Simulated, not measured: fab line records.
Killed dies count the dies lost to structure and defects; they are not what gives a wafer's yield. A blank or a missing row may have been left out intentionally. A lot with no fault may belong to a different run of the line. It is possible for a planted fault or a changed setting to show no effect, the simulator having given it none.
Which tool did it? | flow sky130 | Sampling: 24 lots, 72 wafers, 5 of 708 route steps

## WHAT THE GAUGES SHOWED, per wafer
SKY_POLY_GATE_OVL_MEAS_14.
lot  | measured     | on         | POLY_GATE_OVL (nm)
L074 | day 15 23:40 | overlay-02 | 6 8 15
L075 | day 16 08:03 | overlay-01 | 5 5 2
L076 | day 16 18:55 | overlay-02 | 5 -13 -1
L077 | day 18 13:17 | overlay-02 | 2 0 1
L079 | day 19 02:52 | overlay-02 | 0 5 1
L078 | day 19 08:25 | overlay-02 | -4 6 0
L080 | day 19 11:31 | overlay-01 | -7 -7 2
L081 | day 19 20:40 | overlay-02 | -8 -7 -7
L082 | day 20 02:36 | overlay-01 | -12 -10 0
L084 | day 20 04:47 | overlay-01 | -7 -8 4
L083 | day 20 05:29 | overlay-02 | -1 0 -9
L086 | day 21 00:16 | overlay-01 | -6 -4 -10
L085 | day 21 04:53 | overlay-01 | 2 0 -4
L087 | day 21 08:46 | overlay-02 | -5 4 -10
L088 | day 21 15:50 | overlay-02 | -5 -4 -10
L089 | day 21 23:59 | overlay-01 | -2 -3 0
L090 | day 22 04:25 | overlay-01 | 4 -4 -4
L091 | day 22 11:37 | overlay-01 | 5 -4 -3
L092 | day 22 20:56 | overlay-01 | 1 -10 0
L093 | day 23 03:41 | overlay-01 | -6 -13 1
L094 | day 23 19:16 | overlay-02 | -1 4 -2
L095 | day 24 02:40 | overlay-02 | 1 -4 -2
L096 | day 24 06:14 | overlay-02 | 2 -2 0
L097 | day 24 16:23 | overlay-01 | 0 -9 -3

SKY_CAP2M_RS_MEAS_03: the measuring method here is four-point-probe.
lot  | measured     | on            | CAP2M_TIN_RS (ohm/sq)
L074 | day 39 10:44 | film metro-03 | 6.94 7.01 6.94
L075 | day 39 11:44 | film metro-03 | 6.91 6.91 6.91
L076 | day 40 01:45 | film metro-01 | 6.95 6.89 6.93
L077 | day 41 15:58 | film metro-02 | 7.00 6.94 6.93
L079 | day 41 23:52 | film metro-02 | 6.86 6.81 6.86
L078 | day 42 02:37 | film metro-02 | 6.80 6.84 6.90
L080 | day 42 07:15 | film metro-02 | 6.91 6.87 6.88
L081 | day 42 12:44 | film metro-03 | 6.90 6.94 6.96
L082 | day 42 16:37 | film metro-01 | 6.93 6.94 6.91
L084 | day 42 20:34 | film metro-02 | 6.97 6.99 6.99
L083 | day 42 21:59 | film metro-02 | 6.97 6.97 6.99
L086 | day 43 08:54 | film metro-02 | 6.87 6.79 6.80
L085 | day 43 12:05 | film metro-03 | 6.90 6.92 6.87
L087 | day 43 14:20 | film metro-02 | 6.79 6.77 6.81
L088 | day 43 22:01 | film metro-02 | 6.91 6.85 6.89
L089 | day 44 01:42 | film metro-03 | 6.96 6.96 6.96
L090 | day 44 09:21 | film metro-03 | 6.94 6.90 6.89
L091 | day 44 10:50 | film metro-03 | 6.89 6.93 6.86
L092 | day 44 18:36 | film metro-02 | 6.91 6.87 6.95
L093 | day 44 22:53 | film metro-02 | 7.00 6.93 6.95
L094 | day 45 11:09 | film metro-03 | 7.02 7.00 7.02
L095 | day 45 16:17 | film metro-03 | 6.92 6.89 6.93
L096 | day 45 16:39 | film metro-03 | 6.99 6.98 7.05
L097 | day 45 23:18 | film metro-03 | 7.05 6.99 6.94

## TOOL THAT RAN EACH LOT (tool first, then ch and the chambers of the sampled wafers, then the start)
lot  | SKY_CONTACT_CMP_04            | SKY_VIA3_ETCH_15                   | SKY_METAL4_SPUTTER_04
L074 | cmp-02 ch 1,2,3, day 30 00:34 | rie diel-04 ch 0,1,2, day 39 08:35 | pvd sputter-04, day 39 10:29
L075 | cmp-01 ch 2,3, day 30 04:45   | rie diel-04 ch 0,2, day 39 09:58   | pvd sputter-01, day 39 11:29
L076 | cmp-01 ch 0,1,2, day 30 19:42 | rie diel-04 ch 1,2, day 40 00:02   | pvd sputter-01, day 40 01:29
L077 | cmp-01 ch 1,3, day 32 12:34   | rie diel-03 ch 1,2, day 41 14:16   | pvd sputter-04, day 41 15:41
L079 | cmp-01 ch 2,3, day 32 23:20   | rie diel-03 ch 1,3, day 41 22:08   | pvd sputter-04, day 41 23:36
L078 | cmp-01 ch 2,3, day 33 03:27   | rie diel-03 ch 1,2,3, day 42 00:52 | pvd sputter-02, day 42 02:19
L080 | cmp-02 ch 0,2, day 33 05:52   | rie diel-03 ch 1,3, day 42 05:35   | pvd sputter-01, day 42 07:01
L081 | cmp-01 ch 2,3, day 33 13:39   | rie diel-04 ch 2,3, day 42 11:04   | pvd sputter-02, day 42 12:30
L082 | cmp-01 ch 0,3, day 33 17:12   | rie diel-01 ch 1,2,3, day 42 14:49 | pvd sputter-02, day 42 16:20
L084 | cmp-01 ch 1,2,3, day 33 23:24 | rie diel-03 ch 1,2,3, day 42 18:44 | pvd sputter-04, day 42 20:17
L083 | cmp-02 ch 0,1,3, day 33 23:35 | rie diel-04 ch 0,1,2, day 42 20:13 | pvd sputter-01, day 42 21:41
L086 | cmp-01 ch 0,1, day 34 14:15   | rie diel-04 ch 0,1, day 43 07:14   | pvd sputter-01, day 43 08:39
L085 | cmp-01 ch 2,3, day 34 16:50   | rie diel-01 ch 0,2,3, day 43 10:26 | pvd sputter-01, day 43 11:51
L087 | cmp-02 ch 1,3, day 34 20:09   | rie diel-03 ch 0,2,3, day 43 12:31 | pvd sputter-01, day 43 14:04
L088 | cmp-01 ch 0,2,3, day 35 05:22 | rie diel-01 ch 1,2,3, day 43 20:14 | pvd sputter-04, day 43 21:46
L089 | cmp-02 ch 0,1,2, day 35 09:48 | rie diel-04 ch 0,1,2, day 43 23:29 | pvd sputter-01, day 44 01:28
L090 | cmp-01 ch 1,2,3, day 35 16:53 | rie diel-03 ch 1,2,3, day 44 07:41 | pvd sputter-02, day 44 09:07
L091 | cmp-01 ch 1,3, day 35 19:56   | rie diel-03 ch 0,2,3, day 44 09:10 | pvd sputter-02, day 44 10:35
L092 | cmp-01 ch 1,2, day 36 03:38   | rie diel-04 ch 1,2,3, day 44 16:56 | pvd sputter-01, day 44 18:22
L093 | cmp-02 ch 1,2,3, day 36 09:17 | rie diel-03 ch 0,1,3, day 44 21:13 | pvd sputter-01, day 44 22:38
L094 | cmp-02 ch 1,3, day 36 23:45   | rie diel-01 ch 0,3, day 45 09:20   | pvd sputter-04, day 45 10:55
L095 | cmp-01 ch 0,1,3, day 37 05:11 | rie diel-04 ch 0,1, day 45 14:37   | pvd sputter-01, day 45 16:03
L096 | cmp-01 ch 0,1,3, day 37 09:25 | rie diel-01 ch 0,1,2, day 45 14:59 | pvd sputter-02, day 45 16:25
L097 | cmp-01 ch 0,1,3, day 37 16:49 | rie diel-01 ch 1,2,3, day 45 21:38 | pvd sputter-02, day 45 23:04
- SKY_CONTACT_CMP_04: polishes SiO2.
- SKY_VIA3_ETCH_15: etches SiO2 in C4F8/O2/Ar, stops on TiN, target depth 507 nm, time 78 s.
- SKY_METAL4_SPUTTER_04: material TiN, target thk 70 nm, time 58.3 s.

## WHAT THE TOOLS THEMSELVES READ (means of the sampled wafers that have a number; where no wafer has one, the mark that the record gives instead)
SKY_CONTACT_CMP_04.
lot  | tool   | motor current A (A) | time to endpoint s (s)
L074 | cmp-02 | 11.4                | 84
L075 | cmp-01 | 10.0                | 83
L076 | cmp-01 | 11.5                | 84
L077 | cmp-01 | 11.3                | 81
L079 | cmp-01 | 10.5                | 84
L078 | cmp-01 | 10.4                | 86
L080 | cmp-02 | 11.2                | 82
L081 | cmp-01 | 9.8                 | 79
L082 | cmp-01 | 11.7                | 81
L084 | cmp-01 | 10.4                | 79
L083 | cmp-02 | 11.7                | 83
L086 | cmp-01 | 12.4                | 84
L085 | cmp-01 | 10.1                | 86
L087 | cmp-02 | 11.1                | 80
L088 | cmp-01 | 11.1                | 84
L089 | cmp-02 | 11.0                | 83
L090 | cmp-01 | 10.7                | 83
L091 | cmp-01 | 11.4                | 87
L092 | cmp-01 | 9.9                 | 85
L093 | cmp-02 | 11.4                | 75
L094 | cmp-02 | 11.4                | 76
L095 | cmp-01 | 11.5                | 88
L096 | cmp-01 | 11.5                | 84
L097 | cmp-01 | 11.6                | 82

SKY_VIA3_ETCH_15.
lot  | tool        | oes product au (a.u.)
L074 | rie diel-04 | 0.931
L075 | rie diel-04 | 0.934
L076 | rie diel-04 | 0.940
L077 | rie diel-03 | 0.935
L079 | rie diel-03 | 0.932
L078 | rie diel-03 | 0.936
L080 | rie diel-03 | 0.938
L081 | rie diel-04 | 0.941
L082 | rie diel-01 | 0.934
L084 | rie diel-03 | 0.936
L083 | rie diel-04 | 0.933
L086 | rie diel-04 | 0.932
L085 | rie diel-01 | 0.934
L087 | rie diel-03 | 0.937
L088 | rie diel-01 | 0.938
L089 | rie diel-04 | 0.935
L090 | rie diel-03 | 0.938
L091 | rie diel-03 | 0.939
L092 | rie diel-04 | 0.934
L093 | rie diel-03 | 0.936
L094 | rie diel-01 | 0.934
L095 | rie diel-04 | 0.938
L096 | rie diel-01 | 0.933
L097 | rie diel-01 | 0.936

SKY_METAL4_SPUTTER_04.
lot  | tool           | cathode dc power W (W) | throttle valve pct (%)
L074 | pvd sputter-04 | 6498.6                 | 28.3
L075 | pvd sputter-01 | 6500.5                 | 29.3
L076 | pvd sputter-01 | 6499.8                 | 30.0
L077 | pvd sputter-04 | 6499.5                 | 29.3
L079 | pvd sputter-04 | 6500.7                 | 28.2
L078 | pvd sputter-02 | 6502.1                 | 30.6
L080 | pvd sputter-01 | 6499.7                 | 29.6
L081 | pvd sputter-02 | 6499.2                 | 30.0
L082 | pvd sputter-02 | 6499.6                 | 30.5
L084 | pvd sputter-04 | 6501.3                 | 28.8
L083 | pvd sputter-01 | 6499.9                 | 29.3
L086 | pvd sputter-01 | 6500.1                 | 30.3
L085 | pvd sputter-01 | 6501.3                 | 29.6
L087 | pvd sputter-01 | 6499.6                 | 29.1
L088 | pvd sputter-04 | 6499.5                 | 29.4
L089 | pvd sputter-01 | 6500.1                 | 29.2
L090 | pvd sputter-02 | 6500.0                 | 30.7
L091 | pvd sputter-02 | 6499.6                 | 31.4
L092 | pvd sputter-01 | 6499.5                 | 29.3
L093 | pvd sputter-01 | 6500.8                 | 29.5
L094 | pvd sputter-04 | 6500.5                 | 28.6
L095 | pvd sputter-01 | 6499.5                 | 29.6
L096 | pvd sputter-02 | 6499.5                 | 30.4
L097 | pvd sputter-02 | 6500.4                 | 30.1

## THE ANSWER, worked out from the rows above alone
Rule: the usual values come from the lots themselves. Put in order of their means at a reading, lots are off if they are a third of the lots or fewer, leave a main group of 4 or more, and stand apart from it by a gap of 3 or more times the standard deviation of the main group's means; of several such gaps the widest counts. Not used: any main group whose means are identical at the precision the tables above print for the reading. Also off: a lot with no number at a reading for which 4 or more lots have one. Any other lot the step has rows for is counted as sound. After the gauges, taken in route order, come the tools' own readings; for these a lot's mean is taken, as printed above. At the first step where some lot is off, the reading lying furthest off is the one used; lots without a number count as furthest.
No lot is off at any reading shown: from this, nothing can be told.

## WHAT WAS PUT IN BY THE SIMULATOR
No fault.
